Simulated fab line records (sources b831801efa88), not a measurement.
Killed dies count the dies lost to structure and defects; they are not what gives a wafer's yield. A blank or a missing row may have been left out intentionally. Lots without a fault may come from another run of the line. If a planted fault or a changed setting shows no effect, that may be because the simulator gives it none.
Matching of chambers + flow gf180mcu + GF_CONTACT_CVD_02 on pecvd-02: 3 sister chambers
The step deposits SiO2 from TEOS, target thk 860 nm, time 95.992 s. 14 wafers are shown with their chamber, then 7 later ones without.

WAFERS PAIRED WITH THEIR CHAMBERS
| wafer  | chamber | heater power w (W) | heater power outer w (W) | susceptor temp C (C) |
|--------|---------|--------------------|--------------------------|----------------------|
| L074.2 | 1       | 680                | 411                      | 400.36               |
| L074.3 | 0       | 745                | 428                      | 400.06               |
| L074.6 | 1       | 539                | 313                      | 400.03               |
| L075.3 | 0       | 780                | 445                      | 400.32               |
| L075.4 | 1       | 675                | 407                      | 399.95               |
| L075.5 | 2       | 471                | 282                      | 400.32               |
| L083.4 | 0       | 666                | 370                      | 399.79               |
| L083.5 | 0       | 736                | 428                      | 399.96               |
| L083.6 | 2       | 589                | 371                      | 400.00               |
| L084.1 | 2       | 594                | 366                      | 399.78               |
| L084.2 | 1       | 623                | 379                      | 400.08               |
| L084.3 | 0       | 776                | 440                      | 400.32               |
| L087.1 | 0       | 752                | 420                      | 399.99               |
| L087.3 | 1       | 628                | 366                      | 399.97               |

SIGNATURES (averages over the wafers above)
| reading              | chamber 0 | chamber 1 | chamber 2 | scatter within a chamber |
|----------------------|-----------|-----------|-----------|--------------------------|
| heater power w       | 742.50    | 629.00    | 551.33    | 53.1                     |
| heater power outer w | 421.83    | 375.20    | 339.67    | 36.8                     |
| susceptor temp C     | 400.0733  | 400.0780  | 400.0333  | 0.209                    |
Rule: for each reading, subtract the chamber's mean from the wafer's reading, divide by that reading's scatter and square the result; add these up over the readings and take the root, which gives the wafer's distance from the chamber. The wafer belongs to the nearest chamber; if the next one is less than 2 further off, it can't be placed. How the scatter is found: for the shown wafers, subtract from each reading the mean of its chamber, square and add these, divide the total by (wafers less chambers), then take the root.

WAFERS MISSING THEIR CHAMBER
| wafer  | heater power w (W) | heater power outer w (W) | susceptor temp C (C) |
|--------|--------------------|--------------------------|----------------------|
| L087.4 | 672                | 401                      | 399.72               |
| L091.1 | 605                | 383                      | 400.06               |
| L091.3 | 779                | 433                      | 400.10               |
| L091.4 | 812                | 472                      | 399.98               |
| L092.1 | 476                | 287                      | 400.13               |
| L092.2 | 626                | 376                      | 399.95               |
| L092.4 | 537                | 333                      | 399.92               |

CHAMBER TAKEN BY EACH
| wafer  | from the rows above          | in truth |
|--------|------------------------------|----------|
| L087.4 | can't be placed: 1 or 0 or 2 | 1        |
| L091.1 | can't be placed: 1 or 2      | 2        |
| L091.3 | 0                            | 0        |
| L091.4 | 0                            | 0        |
| L092.1 | can't be placed: 2 or 1      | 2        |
| L092.2 | can't be placed: 1 or 2 or 0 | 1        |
| L092.4 | can't be placed: 2 or 1      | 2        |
Correctly placed: 2 of 7. Cannot be placed on the basis of these rows: 5; the candidates contain the true chamber in 5. 0 placed wrongly.
